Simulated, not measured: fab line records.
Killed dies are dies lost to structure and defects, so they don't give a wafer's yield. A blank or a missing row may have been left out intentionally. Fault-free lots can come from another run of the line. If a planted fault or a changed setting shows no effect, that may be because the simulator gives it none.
What tool caused it? / flow gf180mcu / 14 lots with 42 wafers sampled at 4 steps, on a route of 602 steps

== WHAT THE GAUGES SHOWED, per wafer ==
GF_CONTACT_THK_MEAS_01. Usual: for CONTACT_CVD_00_THK the level is 301 nm and the standard deviation is 3.
lot=L951; measured=day 15 09:59; on=filmMetro-03; CONTACT_CVD_00_THK (nm)=297 296 300; flag=
lot=L952; measured=day 15 17:56; on=filmMetro-04; CONTACT_CVD_00_THK (nm)=303 302 303; flag=
lot=L953; measured=day 16 03:07; on=filmMetro-01; CONTACT_CVD_00_THK (nm)=302 300 299; flag=
lot=L954; measured=day 16 16:56; on=filmMetro-03; CONTACT_CVD_00_THK (nm)=293 297 297; flag=
lot=L955; measured=day 17 04:12; on=filmMetro-01; CONTACT_CVD_00_THK (nm)=302 301 305; flag=
lot=L956; measured=day 17 15:11; on=filmMetro-03; CONTACT_CVD_00_THK (nm)=304 302 298; flag=
lot=L963; measured=day 19 21:11; on=filmMetro-01; CONTACT_CVD_00_THK (nm)=302 298 300; flag=
lot=L965; measured=day 20 12:49; on=filmMetro-01; CONTACT_CVD_00_THK (nm)=301 302 302; flag=
lot=L967; measured=day 21 08:18; on=filmMetro-04; CONTACT_CVD_00_THK (nm)=304 302 304; flag=
lot=L968; measured=day 21 17:22; on=filmMetro-04; CONTACT_CVD_00_THK (nm)=303 303 300; flag=
lot=L969; measured=day 21 22:41; on=filmMetro-01; CONTACT_CVD_00_THK (nm)=296 302 305; flag=
lot=L970; measured=day 22 04:56; on=filmMetro-03; CONTACT_CVD_00_THK (nm)=300 301 297; flag=
lot=L971; measured=day 22 13:11; on=filmMetro-04; CONTACT_CVD_00_THK (nm)=297 299 295; flag=
lot=L972; measured=day 22 19:34; on=filmMetro-01; CONTACT_CVD_00_THK (nm)=309 306 304; flag=

== WHAT TOOL EACH LOT RAN ON (gives the tool, then ch and the chambers of the sampled wafers, and finally the start) ==
lot=L951; GF_HV_LDD_STRIP_10=plasmaAsher-01 ch 0,1, day 10 05:33; GF_NSD_EXPOSE_04=ilineStepper-01 ch 0, day 13 04:04; GF_SALICIDE_SPUTTER_03=pvdSputter-01, day 15 09:26
lot=L952; GF_HV_LDD_STRIP_10=plasmaAsher-03 ch 0,1, day 10 11:48; GF_NSD_EXPOSE_04=ilineStepper-02 ch 0, day 13 11:50; GF_SALICIDE_SPUTTER_03=pvdSputter-01, day 15 17:23
lot=L953; GF_HV_LDD_STRIP_10=plasmaAsher-03 ch 0,1, day 10 19:52; GF_NSD_EXPOSE_04=ilineStepper-02 ch 0, day 13 19:22; GF_SALICIDE_SPUTTER_03=pvdSputter-03, day 16 02:34
lot=L954; GF_HV_LDD_STRIP_10=plasmaAsher-03 ch 0,1, day 11 06:08; GF_NSD_EXPOSE_04=ilineStepper-01 ch 0, day 14 08:19; GF_SALICIDE_SPUTTER_03=pvdSputter-01, day 16 16:17
lot=L955; GF_HV_LDD_STRIP_10=plasmaAsher-02 ch 0,1, day 11 15:32; GF_NSD_EXPOSE_04=ilineStepper-02, day 14 18:40; GF_SALICIDE_SPUTTER_03=pvdSputter-04, day 17 03:32
lot=L956; GF_HV_LDD_STRIP_10=plasmaAsher-03 ch 0, day 12 00:21; GF_NSD_EXPOSE_04=ilineStepper-02, day 15 05:30; GF_SALICIDE_SPUTTER_03=pvdSputter-04, day 17 14:38
lot=L963; GF_HV_LDD_STRIP_10=plasmaAsher-01 ch 0,1, day 13 23:23; GF_NSD_EXPOSE_04=ilineStepper-02 ch 0, day 17 09:20; GF_SALICIDE_SPUTTER_03=pvdSputter-04, day 19 20:38
lot=L965; GF_HV_LDD_STRIP_10=plasmaAsher-02 ch 0,1, day 14 13:41; GF_NSD_EXPOSE_04=ilineStepper-02 ch 0, day 17 22:50; GF_SALICIDE_SPUTTER_03=pvdSputter-03, day 20 12:15
lot=L967; GF_HV_LDD_STRIP_10=plasmaAsher-01 ch 0,1, day 15 04:37; GF_NSD_EXPOSE_04=ilineStepper-02 ch 0, day 18 17:10; GF_SALICIDE_SPUTTER_03=pvdSputter-04, day 21 07:45
lot=L968; GF_HV_LDD_STRIP_10=plasmaAsher-01 ch 0,1, day 15 16:37; GF_NSD_EXPOSE_04=ilineStepper-02 ch 0, day 19 04:13; GF_SALICIDE_SPUTTER_03=pvdSputter-01, day 21 16:50
lot=L969; GF_HV_LDD_STRIP_10=plasmaAsher-02 ch 0,1, day 15 20:51; GF_NSD_EXPOSE_04=ilineStepper-01 ch 0, day 19 09:40; GF_SALICIDE_SPUTTER_03=pvdSputter-01, day 21 22:08
lot=L970; GF_HV_LDD_STRIP_10=plasmaAsher-03 ch 0,1, day 16 04:49; GF_NSD_EXPOSE_04=ilineStepper-02 ch 0, day 19 16:23; GF_SALICIDE_SPUTTER_03=pvdSputter-01, day 22 04:23
lot=L971; GF_HV_LDD_STRIP_10=plasmaAsher-01 ch 0,1, day 16 12:03; GF_NSD_EXPOSE_04=ilineStepper-01 ch 0, day 19 23:08; GF_SALICIDE_SPUTTER_03=pvdSputter-01, day 22 12:39
lot=L972; GF_HV_LDD_STRIP_10=plasmaAsher-03 ch 0,1, day 16 17:46; GF_NSD_EXPOSE_04=ilineStepper-02 ch 0, day 20 05:47; GF_SALICIDE_SPUTTER_03=pvdSputter-01, day 22 19:01
- GF_HV_LDD_STRIP_10: strips in O2/N2.
- GF_NSD_EXPOSE_04: exposes mask Nplus, target cd 400 nm.
- GF_SALICIDE_SPUTTER_03: material TiN, target thk 20 nm, time 16.7 s.

== AS READ BY THE TOOLS THEMSELVES (means over the sampled wafers that have a number; for cases with no such wafer, the mark the record gives instead) ==
GF_HV_LDD_STRIP_10. Usual: chamberPressureMTorr 1500.0 mTorr, standard deviation 1.4; drypumpMotorCurrentA 5.5 A, standard deviation 0.4; heaterPowerW 346 W, standard deviation 74; oesProductAu 0.716 a.u., standard deviation 0.0042; stripTimeToEndpointS 12.63 s, standard deviation 0.034.
lot=L951; tool=plasmaAsher-01; chamberPressureMTorr (mTorr)=1499.0; drypumpMotorCurrentA (A)=5.6; heaterPowerW (W)=334; oesProductAu (a.u.)=0.713; stripTimeToEndpointS (s)=12.66; flag=
lot=L952; tool=plasmaAsher-03; chamberPressureMTorr (mTorr)=1500.1; drypumpMotorCurrentA (A)=5.1; heaterPowerW (W)=422; oesProductAu (a.u.)=0.717; stripTimeToEndpointS (s)=12.60; flag=
lot=L953; tool=plasmaAsher-03; chamberPressureMTorr (mTorr)=1500.9; drypumpMotorCurrentA (A)=5.4; heaterPowerW (W)=342; oesProductAu (a.u.)=0.710; stripTimeToEndpointS (s)=12.65; flag=
lot=L954; tool=plasmaAsher-03; chamberPressureMTorr (mTorr)=1499.4; drypumpMotorCurrentA (A)=5.4; heaterPowerW (W)=348; oesProductAu (a.u.)=0.712; stripTimeToEndpointS (s)=12.65; flag=
lot=L955; tool=plasmaAsher-02; chamberPressureMTorr (mTorr)=1500.8; drypumpMotorCurrentA (A)=5.5; heaterPowerW (W)=354; oesProductAu (a.u.)=0.717; stripTimeToEndpointS (s)=12.60; flag=
lot=L956; tool=plasmaAsher-03; chamberPressureMTorr (mTorr)=1500.4; drypumpMotorCurrentA (A)=5.6; heaterPowerW (W)=273; oesProductAu (a.u.)=0.716; stripTimeToEndpointS (s)=12.65; flag=
lot=L963; tool=plasmaAsher-01; chamberPressureMTorr (mTorr)=1499.9; drypumpMotorCurrentA (A)=5.6; heaterPowerW (W)=331; oesProductAu (a.u.)=0.713; stripTimeToEndpointS (s)=12.62; flag=
lot=L965; tool=plasmaAsher-02; chamberPressureMTorr (mTorr)=1499.3; drypumpMotorCurrentA (A)=5.9; heaterPowerW (W)=317; oesProductAu (a.u.)=0.715; stripTimeToEndpointS (s)=12.64; flag=
lot=L967; tool=plasmaAsher-01; chamberPressureMTorr (mTorr)=1500.1; drypumpMotorCurrentA (A)=5.6; heaterPowerW (W)=318; oesProductAu (a.u.)=0.713; stripTimeToEndpointS (s)=12.61; flag=
lot=L968; tool=plasmaAsher-01; chamberPressureMTorr (mTorr)=1498.8; drypumpMotorCurrentA (A)=5.6; heaterPowerW (W)=332; oesProductAu (a.u.)=0.712; stripTimeToEndpointS (s)=12.56; flag=
lot=L969; tool=plasmaAsher-02; chamberPressureMTorr (mTorr)=1499.7; drypumpMotorCurrentA (A)=5.9; heaterPowerW (W)=315; oesProductAu (a.u.)=0.712; stripTimeToEndpointS (s)=12.63; flag=
lot=L970; tool=plasmaAsher-03; chamberPressureMTorr (mTorr)=1499.9; drypumpMotorCurrentA (A)=5.1; heaterPowerW (W)=415; oesProductAu (a.u.)=0.715; stripTimeToEndpointS (s)=12.65; flag=
lot=L971; tool=plasmaAsher-01; chamberPressureMTorr (mTorr)=1497.7; drypumpMotorCurrentA (A)=5.6; heaterPowerW (W)=334; oesProductAu (a.u.)=0.715; stripTimeToEndpointS (s)=12.58; flag=
lot=L972; tool=plasmaAsher-03; chamberPressureMTorr (mTorr)=1500.3; drypumpMotorCurrentA (A)=5.1; heaterPowerW (W)=409; oesProductAu (a.u.)=0.718; stripTimeToEndpointS (s)=12.64; flag=

GF_NSD_EXPOSE_04. Usual: exposureDoseMJCm2 140.02, standard deviation 0.16; focusOffsetNm -0.2 nm, standard deviation 0.53.
lot=L951; tool=ilineStepper-01; exposureDoseMJCm2=140.02; focusOffsetNm (nm)=-0.7; flag=
lot=L952; tool=ilineStepper-02; exposureDoseMJCm2=140.33; focusOffsetNm (nm)=-1.0; flag=
lot=L953; tool=ilineStepper-02; exposureDoseMJCm2=139.90; focusOffsetNm (nm)=-0.3; flag=
lot=L954; tool=ilineStepper-01; exposureDoseMJCm2=140.03; focusOffsetNm (nm)=-0.6; flag=
lot=L955; tool=ilineStepper-02; exposureDoseMJCm2=-; focusOffsetNm (nm)=-; flag=OFF
lot=L956; tool=ilineStepper-02; exposureDoseMJCm2=-; focusOffsetNm (nm)=-; flag=OFF
lot=L963; tool=ilineStepper-02; exposureDoseMJCm2=139.93; focusOffsetNm (nm)=-0.5; flag=
lot=L965; tool=ilineStepper-02; exposureDoseMJCm2=140.06; focusOffsetNm (nm)=0.3; flag=
lot=L967; tool=ilineStepper-02; exposureDoseMJCm2=140.12; focusOffsetNm (nm)=-0.1; flag=
lot=L968; tool=ilineStepper-02; exposureDoseMJCm2=139.98; focusOffsetNm (nm)=-0.3; flag=
lot=L969; tool=ilineStepper-01; exposureDoseMJCm2=140.02; focusOffsetNm (nm)=-0.4; flag=
lot=L970; tool=ilineStepper-02; exposureDoseMJCm2=139.97; focusOffsetNm (nm)=-0.0; flag=
lot=L971; tool=ilineStepper-01; exposureDoseMJCm2=139.89; focusOffsetNm (nm)=-0.0; flag=
lot=L972; tool=ilineStepper-02; exposureDoseMJCm2=140.00; focusOffsetNm (nm)=-0.5; flag=

GF_SALICIDE_SPUTTER_03. Usual: chamberPressurePa 0.4000 Pa, standard deviation 0.00081; throttleValvePct 30.0 %, standard deviation 1.1.
lot=L951; tool=pvdSputter-01; chamberPressurePa (Pa)=0.4003; throttleValvePct (%)=30.8; flag=
lot=L952; tool=pvdSputter-01; chamberPressurePa (Pa)=0.4005; throttleValvePct (%)=30.3; flag=
lot=L953; tool=pvdSputter-03; chamberPressurePa (Pa)=0.4004; throttleValvePct (%)=29.2; flag=
lot=L954; tool=pvdSputter-01; chamberPressurePa (Pa)=0.3995; throttleValvePct (%)=32.0; flag=
lot=L955; tool=pvdSputter-04; chamberPressurePa (Pa)=0.3993; throttleValvePct (%)=29.1; flag=
lot=L956; tool=pvdSputter-04; chamberPressurePa (Pa)=0.4001; throttleValvePct (%)=29.0; flag=
lot=L963; tool=pvdSputter-04; chamberPressurePa (Pa)=0.4001; throttleValvePct (%)=29.0; flag=
lot=L965; tool=pvdSputter-03; chamberPressurePa (Pa)=0.4003; throttleValvePct (%)=29.4; flag=
lot=L967; tool=pvdSputter-04; chamberPressurePa (Pa)=0.3990; throttleValvePct (%)=29.9; flag=
lot=L968; tool=pvdSputter-01; chamberPressurePa (Pa)=0.4002; throttleValvePct (%)=32.0; flag=
lot=L969; tool=pvdSputter-01; chamberPressurePa (Pa)=0.4001; throttleValvePct (%)=31.0; flag=
lot=L970; tool=pvdSputter-01; chamberPressurePa (Pa)=0.4002; throttleValvePct (%)=30.0; flag=
lot=L971; tool=pvdSputter-01; chamberPressurePa (Pa)=0.3998; throttleValvePct (%)=30.0; flag=
lot=L972; tool=pvdSputter-01; chamberPressurePa (Pa)=0.4004; throttleValvePct (%)=30.2; flag=

== THE ANSWER, worked out from the rows above alone ==
Rule: take the mean of a lot's wafers that have a number; if it is more than 3 standard deviations from the usual mean, the lot is off. Also off: a lot with no number at a reading for which 4 or more lots have one. Where the step has rows for the other lots, those lots are counted as sound. After the gauges, taken in route order, come the tools' own readings; for these a lot's mean is taken, as printed above. The first step at which some lot is off is used, and at that step the reading that is off furthest; a lot without a number counts as furthest.
Off at GF_NSD_EXPOSE_04 (exposureDoseMJCm2): L955, L956. Without a number there: L955, L956.
If a tool, at that step or one of the process steps before it, ran each lot that is off and ran no sound lot following the first of them, it fits. None of those tried fits.

== WHAT THE SIMULATOR PUT IN ==
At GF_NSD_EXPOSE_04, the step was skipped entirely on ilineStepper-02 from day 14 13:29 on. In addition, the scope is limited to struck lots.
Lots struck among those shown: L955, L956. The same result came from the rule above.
